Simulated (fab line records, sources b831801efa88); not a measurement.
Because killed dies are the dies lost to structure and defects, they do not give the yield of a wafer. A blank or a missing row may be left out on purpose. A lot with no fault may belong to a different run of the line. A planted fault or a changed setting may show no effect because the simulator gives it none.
Matching of chambers -- flow gf180mcu -- pecvd-01 running GF_PASSIVATION_CVD_00: 3 sister chambers
The step deposits SiO2 from TEOS, target thk 1000 nm, time 111.95 s. 3 wafers are shown with their chamber, then 10 later ones without.

== WAFERS, EACH WITH ITS CHAMBER ==
wafer,chamber,heater-power-w (W)
L085.6,1,660
L091.1,0,685
L091.3,2,694

== WAFERS WHOSE CHAMBER IS MISSING ==
wafer,heater-power-w (W)
L091.6,565
L092.3,637
L092.5,652
L092.6,679
L094.1,638
L094.3,608
L094.4,685
L097.3,653
L097.5,557
L097.6,704

== EACH ONE'S CHAMBER ==
wafer,from the rows above,in truth
L091.6,can't be placed: 1 or 0 or 2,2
L092.3,can't be placed: 1 or 0 or 2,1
L092.5,can't be placed: 1 or 0 or 2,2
L092.6,can't be placed: 0 or 2 or 1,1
L094.1,can't be placed: 1 or 0 or 2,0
L094.3,can't be placed: 1 or 0 or 2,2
L094.4,can't be placed: 0 or 2 or 1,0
L097.3,can't be placed: 1 or 0 or 2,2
L097.5,can't be placed: 1 or 0 or 2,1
L097.6,can't be placed: 2 or 0 or 1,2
Correctly placed: 0 of 10. From these rows, 10 cannot be placed; in 10 the true chamber is one of the candidates. Wrongly placed: 0.
How it was worked out, from the rows above alone: a wafer's distance from a chamber is the root of the sum, over the readings, of the square of ((its reading less the chamber's mean) divided by the reading's scatter). If the next closest chamber is less than 2 further off than the closest, the wafer can't be placed; otherwise it belongs to the closest. For every chamber, the mean is computed from those of its wafers that are shown. The scatter: with one shown wafer a chamber, the root of the mean of the squares of how far each hidden wafer lies from its nearest shown one.
